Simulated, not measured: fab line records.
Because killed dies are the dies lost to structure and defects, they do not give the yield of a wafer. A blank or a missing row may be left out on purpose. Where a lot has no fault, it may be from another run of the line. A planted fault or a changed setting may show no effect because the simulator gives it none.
fab line records	flow sky130
[record] lots = 15	wafers = 45	last-day = 51
route steps=708 shown METAL4@601 PAD_OPEN@708
lots that met no fault: from a run of the same line without faults
start-h: the number of hours between the record's first day and the start of the first shown wafer of the lot	wait-h: how many hours have passed since the lot's step before this one	" repeats the value in the row above	L1.1+2: a row that stands for several wafers	- no value present, or no start provided	* or withheld: withheld	< > ~ a bound
route shown NAME@n: NAME is a module with steps in the file, n the number in the route of the first one	usual: average and standard deviation across the fault-free wafers	same: alike in all rows	chamber/n: place in a boat	sites: each site's reading	_std_site: the values' standard deviation	_edge_site: inner sites' mean taken away from outer sites' mean	radius-mm: how far each site lies from the wafer's centre	mask NAME#n: copy n	behind: tool/chamber where the wafer was last shaped	hold: why the lot went on hold/how many hours it stayed there/how the hold came to an end	device: the transistor (n, p or np) that didn't switch	end of line: the route-end tests of the same wafers	for a step that has no rows: nothing shown but its recipe	killed: not the wafer's yield, but the dies lost to structure and defects at the first sort	map: dies across one wafer; x = killed, . = not, _ = none there
set.NAME: the setting that was run; set.NAME@STEP: the one run at that earlier step	model.NAME: the simulator's own value behind a step, which no gauge read
one table for each step of the route and one row for each wafer, over a sample of lots
services: a tool's chamber out of use, with start hour (start-h, from the record's first day; less than 0 if before it), hours out, and reason
[[steps]]
[step SKY_METAL4_SPUTTER_03]
[recipe] material = Ti	target-thk-nm = 5	power-w = 3000	time-s = 3.3	chamber-pressure-pa = 0.4
[usual] throttle-valve-pct = 29.8/1.6
lot.wafer	tool	chamber	start-h	wait-h	throttle-valve-pct
L637.1	pvd-sputter-04	-	967.58	0.0	31.7
L637.3	"	-	"	"	30.4
L637.5	"	-	"	"	28.6
L638.1	pvd-sputter-02	-	968.84	0.0	29.1
L638.5	"	-	"	"	33.0
L638.6	"	-	"	"	29.1
L639.3	pvd-sputter-02	-	975.31	0.0	27.5
L639.5	"	-	"	"	28.7
L639.6	"	-	"	"	27.0
L641.1	pvd-sputter-03	-	985.61	0.0	29.5
L641.2	"	-	"	"	31.6
L641.3	"	-	"	"	28.3
L642.1	pvd-sputter-02	-	989.10	0.0	29.1
L642.3	"	-	"	"	28.9
L642.4	"	-	"	"	27.0
L643.1	pvd-sputter-02	-	1002.51	0.0	27.2
L643.2	"	-	"	"	28.6
L643.3	"	-	"	"	32.9
L644.1	pvd-sputter-03	-	1003.47	0.0	31.4
L644.2	"	-	"	"	29.5
L644.3	"	-	"	"	29.6
L645.1	pvd-sputter-04	-	1010.60	0.0	30.5
L645.5	"	-	"	"	31.8
L645.6	"	-	"	"	28.8
L646.3	pvd-sputter-03	-	1023.56	0.0	28.3
L646.4	"	-	"	"	29.4
L646.5	"	-	"	"	31.6
L647.4	pvd-sputter-03	-	1030.11	0.0	29.5
L647.5	"	-	"	"	29.4
L647.6	"	-	"	"	28.3
L648.3	pvd-sputter-03	-	1038.00	0.0	28.4
L648.5	"	-	"	"	29.9
L648.6	"	-	"	"	29.6
L656.2	pvd-sputter-02	-	1082.11	0.0	29.2
L656.3	"	-	"	"	28.8
L656.6	"	-	"	"	27.3
L657.2	pvd-sputter-02	-	1091.51	0.0	32.8
L657.3	"	-	"	"	28.9
L657.6	"	-	"	"	28.7
L658.4	pvd-sputter-04	-	1093.01	0.0	31.8
L658.5	"	-	"	"	31.4
L658.6	"	-	"	"	28.7
L659.1	pvd-sputter-04	-	1103.57	0.0	28.6
L659.3	"	-	"	"	30.7
L659.5	"	-	"	"	30.9
[step SKY_PAD_OPEN_PROBE_99]
[usual] defect-limited-yield = 82.3/1.8	killed_at_M0_to_M3 = 43/6.9	killed_at_M4_up = 3.2/1.6	killed-at-contacts = 25/5.1	killed-at-front-end = 16/4.5	killed-at-other = 0.3/0.68	killed-dies = 87/8.9	killed-open = 48/6.9	killed-short = 39/6.3	sort_bin_3_pad_short = 0.8/0.4	sort_bin_5_function = 10.5/1.4	sort_bin_6_memory = 6.4/1.1	sort-n-pass = 405/8.9	sort-yield-pct = 82.3/1.8
[same] gross-dies = 492	killed-at-back-side = 0	sort_bin_4_leakage[%] = 0	sort_bin_8_speed[%] = 0
lot.wafer	tool	chamber	start-h	wait-h	hold	defect-limited-yield[%]	killed_at_M0_to_M3	killed_at_M4_up	killed-at-contacts	killed-at-front-end	killed-at-other	killed-dies	killed-open	killed-short	sort_bin_3_pad_short[%]	sort_bin_5_function[%]	sort_bin_6_memory[%]	sort-n-pass	sort-yield-pct[%]
L637.1	prober-02	-	1114.58	0.1	-	83.9	39	3	31	6	0	79	43	36	0.8	9.6	5.7	413	83.9
L637.3	prober-02	-	1114.68	0.2	-	81.5	36	4	24	26	1	91	43	48	1.0	12.0	5.5	401	81.5
L637.5	prober-02	-	1114.78	0.2	-	81.7	40	2	26	22	0	90	45	45	0.8	12.0	5.5	402	81.7
L638.1	prober-01	-	1114.75	0.1	-	80.9	45	4	24	21	0	94	52	42	1.2	10.4	7.5	398	80.9
L638.5	prober-01	-	1114.95	0.2	-	82.7	33	7	24	21	0	85	42	42	1.2	11.2	4.9	407	82.7
L638.6	prober-01	-	1115.00	0.2	-	83.5	42	3	21	15	0	81	53	28	1.2	9.6	5.7	411	83.5
L639.3	prober-02	-	1119.64	0.2	-	83.9	33	2	30	14	0	79	37	42	0.2	10.2	5.7	413	83.9
L639.5	prober-02	-	1119.74	0.2	-	85.4	38	2	17	15	0	72	47	25	0.4	8.9	5.3	420	85.4
L639.6	prober-02	-	1119.79	0.2	-	80.7	54	3	22	15	1	95	45	50	1.0	10.4	7.9	397	80.7
L641.1	prober-01	-	1128.88	0.1	-	82.5	40	2	22	19	3	86	45	41	0.6	11.4	5.5	406	82.5
L641.2	prober-01	-	1128.93	0.1	-	81.5	39	1	29	22	0	91	54	37	1.0	10.8	6.7	401	81.5
L641.3	prober-01	-	1128.98	0.2	-	80.5	49	1	23	22	1	96	53	43	1.0	11.6	6.9	396	80.5
L642.1	prober-02	-	1131.57	0.1	-	82.1	40	2	32	14	0	88	42	45	0.6	10.4	6.9	404	82.1
L642.3	prober-02	-	1131.67	0.2	-	86.0	26	3	28	11	1	69	35	33	0.2	7.5	6.3	423	86.0
L642.4	prober-02	-	1131.72	0.2	-	77.6	63	4	27	16	0	110	68	41	1.0	14.6	6.7	382	77.6
L643.1	prober-01	-	1141.63	0.1	-	83.9	44	5	20	10	0	79	39	40	0.2	11.0	4.9	413	83.9
L643.2	prober-01	-	1141.68	0.1	-	85.4	34	3	25	10	0	72	40	32	0	8.9	5.7	420	85.4
L643.3	prober-01	-	1141.73	0.2	-	81.9	43	5	30	11	0	89	48	41	1.2	10.2	6.7	403	81.9
L644.1	prober-02	-	1141.95	0.1	-	82.7	42	4	24	14	1	85	47	38	1.0	10.2	6.1	407	82.7
L644.2	prober-02	-	1142.00	0.1	-	81.9	45	6	21	16	1	89	34	55	0.6	10.8	6.7	403	81.9
L644.3	prober-02	-	1142.05	0.2	-	81.5	53	3	19	15	1	91	48	42	0	10.6	7.9	401	81.5
L645.1	prober-01	-	1148.64	0.1	-	78.3	38	3	46	19	1	107	53	54	1.6	12.6	7.5	385	78.3
L645.5	prober-01	-	1148.84	0.2	-	81.5	50	1	21	19	0	91	40	51	0.8	10.2	7.5	401	81.5
L645.6	prober-01	-	1148.89	0.2	-	82.1	38	4	32	14	0	88	56	32	0.2	10.8	6.9	404	82.1
L646.3	prober-02	-	1159.24	0.2	await-dispo/4.4h/release	81.7	40	4	28	18	0	90	54	36	0.4	10.4	7.5	402	81.7
L646.4	prober-02	-	1159.29	0.2	await-dispo/4.4h/release	75.2	34	58	18	11	1	122	36	29	3.3	16.1	5.5	370	75.2
L646.5	prober-02	-	1159.34	0.2	await-dispo/4.4h/release	82.3	43	4	26	14	0	87	44	43	0.8	10.6	6.3	405	82.3
L647.4	prober-01	-	1164.98	0.2	await-dispo/2.9h/release	73.4	34	60	25	12	0	131	39	34	2.8	18.1	5.7	361	73.4
L647.5	prober-01	-	1165.03	0.2	await-dispo/2.9h/release	74.6	27	61	24	13	0	125	37	31	2.6	16.7	6.1	367	74.6
L647.6	prober-01	-	1165.08	0.2	await-dispo/2.9h/release	84.1	36	3	26	13	0	78	48	30	0.2	11.0	4.7	414	84.1
L648.3	prober-02	-	1170.59	0.2	await-dispo/3.3h/release	80.9	48	5	24	16	1	94	44	49	1.6	11.0	6.5	398	80.9
L648.5	prober-02	-	1170.69	0.2	await-dispo/3.3h/release	79.5	54	2	23	22	0	101	56	45	0.8	12.6	7.1	391	79.5
L648.6	prober-02	-	1170.74	0.2	await-dispo/3.3h/release	73.8	47	56	13	13	0	129	33	45	4.5	14.8	6.9	363	73.8
L656.2	prober-01	-	1204.54	0.1	-	86.2	31	3	17	17	0	68	30	38	1.6	8.1	4.1	424	86.2
L656.3	prober-01	-	1204.59	0.2	-	80.1	42	5	30	21	0	98	49	49	0.8	11.8	7.3	394	80.1
L656.6	prober-01	-	1204.74	0.2	-	83.7	36	4	21	19	0	80	37	43	0.8	7.7	7.7	412	83.7
L657.2	prober-01	-	1212.70	0.1	-	82.5	46	1	23	14	2	86	43	43	0.6	11.0	5.9	406	82.5
L657.3	prober-01	-	1212.75	0.2	-	82.7	50	2	15	16	2	85	49	35	0.8	10.2	6.3	407	82.7
L657.6	prober-01	-	1212.90	0.2	-	82.9	36	3	28	15	2	84	47	37	0.8	10.2	6.1	408	82.9
L658.4	prober-02	-	1213.18	0.2	-	79.9	50	4	26	19	0	99	52	47	1.2	11.6	7.3	393	79.9
L658.5	prober-02	-	1213.23	0.2	-	81.7	45	2	20	21	2	90	52	37	1.2	9.1	7.9	402	81.7
L658.6	prober-02	-	1213.28	0.2	-	80.5	40	7	30	19	0	96	44	51	1.2	10.2	8.1	396	80.5
L659.1	prober-01	-	1220.72	0.1	-	85.2	43	2	20	8	0	73	43	29	0.4	9.6	4.9	419	85.2
L659.3	prober-01	-	1220.82	0.2	-	82.1	51	3	22	12	0	88	46	42	0.6	11.0	6.3	404	82.1
L659.5	prober-01	-	1220.92	0.2	-	81.3	48	2	22	20	0	92	58	33	1.4	10.4	6.9	400	81.3
// killed by level:class
L637.1 LI_CONTACT:geometric-particle:open=9 CONTACT:geometric-particle:open=9 VIA2:geometric-particle:open=9 VIA1:geometric-particle:short=6 VIA1:geometric-particle:open=6 LOCAL_INTERCONNECT:geometric-particle:short=5 VIA3:geometric-particle:open=5 CONTACT:geometric-particle:short=4
L637.3 CONTACT:geometric-particle:open=9 METAL2:geometric-particle:short=7 LI_CONTACT:geometric-particle:open=7 VIA1:geometric-particle:open=7 POLY_GATE:geometric-particle:open=6 POLY_GATE:geometric-particle:short=5 CONTACT:geometric-particle:short=5 VIA3:geometric-particle:open=5
L638.1 VIA1:geometric-particle:open=12 CONTACT:geometric-particle:open=10 LI_CONTACT:geometric-particle:open=8 FIELD_ISO:geometric-particle:short=7 METAL1:geometric-particle:short=7 VIA2:geometric-particle:open=6 CONTACT:geometric-particle:short=5 METAL2:geometric-particle:short=5
L637.5 CONTACT:geometric-particle:open=11 VIA2:geometric-particle:open=9 POLY_GATE:geometric-particle:short=8 VIA3:geometric-particle:open=7 VIA1:geometric-particle:open=7 CONTACT:geometric-particle:short=6 FIELD_ISO:geometric-particle:short=5 LI_CONTACT:geometric-particle:open=4
L638.5 CONTACT:geometric-particle:open=12 VIA2:geometric-particle:open=7 VIA1:geometric-particle:short=7 FIELD_ISO:geometric-particle:open=6 POLY_GATE:geometric-particle:short=6 METAL1:geometric-particle:short=5 CONTACT:geometric-particle:short=4 METAL4:geometric-particle:short=4
L638.6 VIA1:geometric-particle:open=18 CONTACT:geometric-particle:open=9 VIA3:geometric-particle:open=6 FIELD_ISO:geometric-particle:short=5 CONTACT:geometric-particle:short=5 VIA3:geometric-particle:short=5 VIA2:geometric-particle:open=5 POLY_GATE:geometric-particle:open=4
L639.3 CONTACT:geometric-particle:open=11 METAL1:geometric-particle:short=8 LOCAL_INTERCONNECT:geometric-particle:short=7 CONTACT:geometric-particle:short=6 LI_CONTACT:geometric-particle:open=6 VIA2:geometric-particle:open=5 VIA3:geometric-particle:open=5 POLY_GATE:geometric-particle:open=4
L639.5 VIA1:geometric-particle:open=11 VIA3:geometric-particle:open=8 CONTACT:geometric-particle:open=6 VIA2:geometric-particle:open=6 LI_CONTACT:geometric-particle:open=5 POLY_GATE:geometric-particle:open=4 FIELD_ISO:geometric-particle:short=3 FIELD_ISO:geometric-particle:open=3
L639.6 VIA1:geometric-particle:open=11 VIA2:geometric-particle:open=10 VIA1:geometric-particle:short=9 CONTACT:geometric-particle:open=7 FIELD_ISO:geometric-particle:short=6 METAL2:geometric-particle:short=6 CONTACT:geometric-particle:short=4 LOCAL_INTERCONNECT:geometric-particle:short=4
L641.1 VIA2:geometric-particle:open=8 VIA1:geometric-particle:open=8 CONTACT:geometric-particle:open=7 POLY_GATE:geometric-particle:open=6 LI_CONTACT:geometric-particle:open=6 METAL2:geometric-particle:short=6 POLY_GATE:geometric-particle:short=4 LOCAL_INTERCONNECT:geometric-particle:short=4
L641.2 CONTACT:geometric-particle:open=14 VIA1:geometric-particle:open=10 LI_CONTACT:geometric-particle:open=9 FIELD_ISO:geometric-particle:short=7 VIA3:geometric-particle:open=7 VIA3:geometric-particle:short=5 VIA2:geometric-particle:open=4 VIA2:geometric-particle:short=4
L641.3 VIA1:geometric-particle:open=15 LI_CONTACT:geometric-particle:open=9 CONTACT:geometric-particle:open=9 VIA1:geometric-particle:short=8 FIELD_ISO:geometric-particle:short=7 METAL2:geometric-particle:short=7 VIA2:geometric-particle:open=7 POLY_GATE:geometric-particle:open=5
L642.1 LI_CONTACT:geometric-particle:open=9 CONTACT:geometric-particle:open=9 METAL1:geometric-particle:short=6 VIA1:geometric-particle:short=6 VIA1:geometric-particle:open=6 CONTACT:geometric-particle:short=5 VIA3:geometric-particle:open=5 POLY_GATE:geometric-particle:short=4
L642.3 VIA1:geometric-particle:open=9 LI_CONTACT:geometric-particle:open=8 LOCAL_INTERCONNECT:geometric-particle:short=7 POLY_GATE:geometric-particle:short=6 CONTACT:geometric-particle:open=6 CONTACT:geometric-particle:short=6 VIA3:geometric-particle:open=5 FIELD_ISO:geometric-particle:open=3
L642.4 VIA3:geometric-particle:open=13 VIA1:geometric-particle:open=12 CONTACT:geometric-particle:open=11 METAL1:geometric-particle:short=8 LI_CONTACT:geometric-particle:open=7 VIA2:geometric-particle:open=6 METAL2:geometric-particle:short=5 POLY_GATE:geometric-particle:open=4
L643.1 VIA1:geometric-particle:open=11 METAL1:geometric-particle:short=6 CONTACT:geometric-particle:short=5 CONTACT:geometric-particle:open=5 VIA1:geometric-particle:short=5 METAL2:geometric-particle:short=5 VIA2:geometric-particle:open=5 POLY_GATE:geometric-particle:short=4
L643.2 CONTACT:geometric-particle:open=10 VIA1:geometric-particle:open=8 VIA3:geometric-particle:open=8 LI_CONTACT:geometric-particle:open=5 LOCAL_INTERCONNECT:geometric-particle:short=5 METAL1:geometric-particle:short=5 FIELD_ISO:geometric-particle:short=4 POLY_GATE:geometric-particle:open=4
L643.3 VIA1:geometric-particle:open=12 CONTACT:geometric-particle:open=11 LI_CONTACT:geometric-particle:open=6 METAL1:geometric-particle:short=6 CONTACT:geometric-particle:short=5 VIA2:geometric-particle:short=5 VIA3:geometric-particle:open=5 LOCAL_INTERCONNECT:geometric-particle:short=4
L644.1 VIA1:geometric-particle:open=10 VIA1:geometric-particle:short=9 CONTACT:geometric-particle:open=8 LI_CONTACT:geometric-particle:open=6 VIA2:geometric-particle:open=6 CONTACT:geometric-particle:short=5 POLY_GATE:geometric-particle:open=4 METAL1:geometric-particle:short=4
L644.2 VIA1:geometric-particle:open=9 VIA1:geometric-particle:short=7 METAL2:geometric-particle:short=7 FIELD_ISO:geometric-particle:short=6 VIA3:geometric-particle:open=6 METAL1:geometric-particle:short=6 LI_CONTACT:geometric-particle:open=5 METAL4:geometric-particle:short=4
L644.3 VIA1:geometric-particle:open=15 VIA1:geometric-particle:short=9 CONTACT:geometric-particle:open=8 METAL1:geometric-particle:short=7 VIA3:geometric-particle:open=7 FIELD_ISO:geometric-particle:short=6 FIELD_ISO:geometric-particle:open=6 LI_CONTACT:geometric-particle:open=5
L645.1 CONTACT:geometric-particle:open=12 CONTACT:geometric-particle:short=11 VIA1:geometric-particle:open=10 LOCAL_INTERCONNECT:geometric-particle:short=10 LI_CONTACT:geometric-particle:open=7 POLY_GATE:geometric-particle:open=6 FIELD_ISO:geometric-particle:short=5 LI_CONTACT:geometric-particle:short=5
L645.5 METAL2:geometric-particle:short=9 VIA3:geometric-particle:open=8 LI_CONTACT:geometric-particle:open=8 METAL1:geometric-particle:short=6 CONTACT:geometric-particle:open=6 VIA1:geometric-particle:open=5 VIA1:geometric-particle:short=5 FIELD_ISO:geometric-particle:short=4
L645.6 VIA1:geometric-particle:open=16 CONTACT:geometric-particle:open=15 LOCAL_INTERCONNECT:geometric-particle:short=8 VIA1:geometric-particle:short=5 POLY_GATE:geometric-particle:short=4 VIA2:geometric-particle:open=4 VIA3:geometric-particle:open=4 POLY_GATE:geometric-particle:open=3
L646.3 VIA1:geometric-particle:open=18 LI_CONTACT:geometric-particle:open=10 FIELD_ISO:geometric-particle:short=8 CONTACT:geometric-particle:open=7 VIA3:geometric-particle:open=7 CONTACT:geometric-particle:short=6 METAL2:geometric-particle:short=4 FIELD_ISO:geometric-particle:open=3
L646.4 METAL4:unspecified=56 VIA1:geometric-particle:open=12 CONTACT:geometric-particle:open=7 VIA3:geometric-particle:open=7 METAL1:geometric-particle:short=6 VIA1:geometric-particle:short=5 LI_CONTACT:geometric-particle:open=3 LOCAL_INTERCONNECT:geometric-particle:short=3
L646.5 CONTACT:geometric-particle:open=11 VIA1:geometric-particle:open=10 VIA1:geometric-particle:short=8 METAL2:geometric-particle:short=8 LI_CONTACT:geometric-particle:open=7 POLY_GATE:geometric-particle:short=4 CONTACT:geometric-particle:short=4 POLY_GATE:geometric-particle:open=3
L647.4 METAL4:unspecified=58 VIA1:geometric-particle:open=9 CONTACT:geometric-particle:open=8 METAL2:geometric-particle:short=6 VIA2:geometric-particle:open=5 CONTACT:geometric-particle:short=5 POLY_GATE:geometric-particle:short=4 LI_CONTACT:geometric-particle:short=4
L647.5 METAL4:unspecified=57 CONTACT:geometric-particle:open=10 LI_CONTACT:geometric-particle:short=5 VIA1:geometric-particle:open=5 VIA1:geometric-particle:short=5 VIA3:geometric-particle:open=4 LI_CONTACT:geometric-particle:open=4 METAL4:geometric-particle:short=4
L647.6 VIA1:geometric-particle:open=13 CONTACT:geometric-particle:open=11 VIA2:geometric-particle:open=7 CONTACT:geometric-particle:short=6 LOCAL_INTERCONNECT:geometric-particle:short=5 FIELD_ISO:geometric-particle:short=4 METAL1:geometric-particle:short=4 VIA3:geometric-particle:open=4
L648.3 VIA1:geometric-particle:open=12 METAL1:geometric-particle:short=10 CONTACT:geometric-particle:open=7 LI_CONTACT:geometric-particle:open=6 METAL2:geometric-particle:short=6 VIA3:geometric-particle:short=5 LOCAL_INTERCONNECT:geometric-particle:short=5 METAL4:geometric-particle:short=5
L648.5 VIA1:geometric-particle:open=14 CONTACT:geometric-particle:open=11 POLY_GATE:geometric-particle:short=8 VIA3:geometric-particle:open=8 LI_CONTACT:geometric-particle:open=7 VIA1:geometric-particle:short=6 VIA2:geometric-particle:open=6 FIELD_ISO:geometric-particle:short=5
L648.6 METAL4:unspecified=51 METAL2:geometric-particle:short=13 VIA1:geometric-particle:open=10 LI_CONTACT:geometric-particle:open=6 METAL1:geometric-particle:short=5 METAL3:geometric-particle:short=5 POLY_GATE:geometric-particle:short=4 VIA1:geometric-particle:short=4
L656.2 POLY_GATE:geometric-particle:short=6 VIA1:geometric-particle:open=5 METAL2:geometric-particle:short=5 POLY_GATE:geometric-particle:open=4 CONTACT:geometric-particle:short=4 CONTACT:geometric-particle:open=4 VIA2:geometric-particle:open=4 LI_CONTACT:geometric-particle:open=3
L656.3 CONTACT:geometric-particle:open=14 FIELD_ISO:geometric-particle:open=7 FIELD_ISO:geometric-particle:short=6 LI_CONTACT:geometric-particle:open=6 CONTACT:geometric-particle:short=6 METAL1:geometric-particle:short=6 VIA1:geometric-particle:open=6 METAL2:geometric-particle:short=6
L656.6 FIELD_ISO:geometric-particle:open=9 CONTACT:geometric-particle:open=6 VIA1:geometric-particle:short=5 VIA3:geometric-particle:open=5 FIELD_ISO:geometric-particle:short=4 LOCAL_INTERCONNECT:geometric-particle:short=4 CONTACT:geometric-particle:short=4 METAL1:geometric-particle:short=4
L657.2 VIA1:geometric-particle:open=8 CONTACT:geometric-particle:open=8 LI_CONTACT:geometric-particle:open=7 FIELD_ISO:geometric-particle:open=6 CONTACT:geometric-particle:short=6 VIA2:geometric-particle:open=6 VIA1:geometric-particle:short=5 METAL1:geometric-particle:short=5
L657.3 VIA1:geometric-particle:open=13 METAL2:geometric-particle:short=10 VIA3:geometric-particle:open=9 VIA2:geometric-particle:open=6 FIELD_ISO:geometric-particle:short=4 LI_CONTACT:geometric-particle:open=4 CONTACT:geometric-particle:open=4 VIA1:geometric-particle:short=4
L657.6 CONTACT:geometric-particle:open=9 VIA1:geometric-particle:open=9 VIA3:geometric-particle:open=7 FIELD_ISO:geometric-particle:open=6 CONTACT:geometric-particle:short=6 VIA1:geometric-particle:short=6 VIA2:geometric-particle:open=4 LI_CONTACT:geometric-particle:short=4
L658.4 VIA1:geometric-particle:open=15 CONTACT:geometric-particle:open=9 CONTACT:geometric-particle:short=7 VIA3:geometric-particle:open=7 LOCAL_INTERCONNECT:geometric-particle:short=6 VIA1:geometric-particle:short=6 FIELD_ISO:geometric-particle:short=5 FIELD_ISO:geometric-particle:open=5
L658.5 VIA1:geometric-particle:open=16 CONTACT:geometric-particle:open=13 FIELD_ISO:geometric-particle:open=7 VIA3:geometric-particle:open=7 VIA3:geometric-particle:short=5 FIELD_ISO:geometric-particle:short=4 LOCAL_INTERCONNECT:geometric-particle:short=4 VIA2:geometric-particle:short=4
L658.6 CONTACT:geometric-particle:open=10 METAL1:geometric-particle:short=9 LI_CONTACT:geometric-particle:open=6 METAL2:geometric-particle:short=6 FIELD_ISO:geometric-particle:short=5 POLY_GATE:geometric-particle:open=5 LOCAL_INTERCONNECT:geometric-particle:short=5 CONTACT:geometric-particle:short=5
L659.1 VIA1:geometric-particle:open=10 VIA2:geometric-particle:open=7 METAL2:geometric-particle:short=6 CONTACT:geometric-particle:short=6 CONTACT:geometric-particle:open=6 VIA3:geometric-particle:open=5 VIA1:geometric-particle:short=4 METAL2:geometric-particle:open=4
L659.3 VIA1:geometric-particle:open=11 CONTACT:geometric-particle:open=9 VIA2:geometric-particle:open=9 METAL1:geometric-particle:short=7 VIA1:geometric-particle:short=7 CONTACT:geometric-particle:short=5 METAL2:geometric-particle:short=5 VIA3:geometric-particle:open=5
L659.5 VIA1:geometric-particle:open=15 LI_CONTACT:geometric-particle:open=9 VIA3:geometric-particle:open=8 FIELD_ISO:geometric-particle:open=6 METAL1:geometric-particle:short=6 POLY_GATE:geometric-particle:open=5 CONTACT:geometric-particle:open=5 VIA3:geometric-particle:short=5
[[services]]
tool	chamber	start-h	hours	kind
pvd-sputter-04	-	975.56	4.8	repair
pvd-sputter-02	-	995.26	0.9	repair
pvd-sputter-03	-	1026.05	0.8	repair
pvd-sputter-04	-	1039.09	1.9	repair
[[key]]
[first-sign] step = SKY_PAD_OPEN_PROBE_99	reading = killed_at_M4_up	direction = up	sigmas = 34	usual = 3.2	struck = 58.8
[effect] step = SKY_PAD_OPEN_PROBE_99	reading = sort_bin_3_pad_short	direction = up	sigmas = 6.2	usual = 0.8	struck = 3.3
met-at SKY_METAL4_SPUTTER_03
struck-lots L646,L647,L648
struck-wafers L646.4,L647.4,L647.5,L648.6
onset-between 1003.47 1023.56
[fault] kind = chamber-particle-source	tool = pvd-sputter-03	chamber = -	onset-h = 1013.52	steps = SKY_METAL4_SPUTTER_03	rate-per-visit-cm2 = 0.98232	end-h = 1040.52	scope = struck-wafers-only
